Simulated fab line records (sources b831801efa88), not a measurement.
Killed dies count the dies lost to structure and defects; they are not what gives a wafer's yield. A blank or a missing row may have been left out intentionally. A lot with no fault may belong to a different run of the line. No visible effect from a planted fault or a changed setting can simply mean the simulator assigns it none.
What tool caused it?	flow sky130	13 lots with 39 wafers sampled at 2 steps, on a route of 708 steps

== WHAT THE GAUGES READ, wafer by wafer ==
SKY_NWELL_OVL_MEAS_10. Usual: NWELL_00_OVL -0.1 nm, standard deviation 1.5.
lot	measured	on	NWELL_00_OVL (nm)	flag
L857	day 4 14:40	overlay-02	-1.3 -2.1 -0.2	
L858	day 4 21:50	overlay-02	0.3 0.1 0.6	
L859	day 5 05:23	overlay-01	-2.3 -0.9 -0.6	
L862	day 5 18:52	overlay-02	-1.0 -0.8 0.2	
L864	day 6 10:25	overlay-02	1.9 1.7 2.9	
L865	day 6 12:10	overlay-02	0.0 0.3 1.8	
L866	day 6 19:49	overlay-02	-1.7 -2.0 -1.6	
L874	day 8 16:22	overlay-01	-1.8 -1.8 -2.1	
L875	day 9 01:46	overlay-02	-0.7 -0.8 -1.9	
L876	day 9 04:28	overlay-01	0.9 -0.4 1.1	
L878	day 9 16:43	overlay-01	0.5 -0.6 -0.3	
L879	day 10 02:56	overlay-01	1.2 -0.1 -0.4	
L880	day 10 12:08	overlay-01	-1.6 -1.5 -2.0	

SKY_LDD_P_CD_MEAS_07: the cd target is 380 nm. Usual: cd_nm 380.3 nm, standard deviation 2.1.
lot	measured	on	cd_nm (nm)	flag
L857	day 18 22:45	cd_sem-01	381.1 378.7 382.1	
L858	day 19 15:59	cd_sem-02	382.1 382.0 381.5	
L859	day 20 03:13	cd_sem-02	384.6 381.1 382.5	
L862	day 21 08:22	cd_sem-01	382.3 382.5 379.5	
L864	day 22 04:45	cd_sem-02	378.9 377.4 378.6	
L865	day 22 03:57	cd_sem-01	380.7 380.1 378.4	
L866	day 22 19:00	cd_sem-01	379.3 380.0 380.4	
L874	day 25 11:12	cd_sem-01	381.6 380.9 379.2	
L875	day 25 22:53	cd_sem-01	382.3 380.9 381.2	
L876	day 26 00:26	cd_sem-02	378.1 378.6 378.6	
L878	day 27 03:17	cd_sem-01	378.2 378.2 380.2	
L879	day 27 10:36	cd_sem-01	379.0 379.2 379.4	
L880	day 27 20:21	cd_sem-01	383.3 381.1 379.7	

== WHAT TOOL EACH LOT RAN ON (gives the tool, then ch and the chambers of the sampled wafers, and finally the start) ==
No process step before these readings appears in the record.

== AS READ BY THE TOOLS THEMSELVES (means over the sampled wafers that have a number; for cases with no such wafer, the mark the record gives instead) ==
The record holds no such reading with a usual standard deviation.

== THE ANSWER, worked out from the rows above alone ==
Rule: a lot counts as off when the mean over its wafers that have a number is more than 3 standard deviations away from the usual mean. Also off: a lot with no number at a reading for which 4 or more lots have one. All remaining lots with rows at the step are treated as sound. The gauges are gone through in route order, then the tools' own readings, and for those a lot's mean is taken as printed above. At the first step where some lot is off, the reading lying furthest off is the one used; lots without a number count as furthest.
No lot is off on any of the readings shown, so nothing can be concluded from this.

== WHAT THE SIMULATOR PUT IN ==
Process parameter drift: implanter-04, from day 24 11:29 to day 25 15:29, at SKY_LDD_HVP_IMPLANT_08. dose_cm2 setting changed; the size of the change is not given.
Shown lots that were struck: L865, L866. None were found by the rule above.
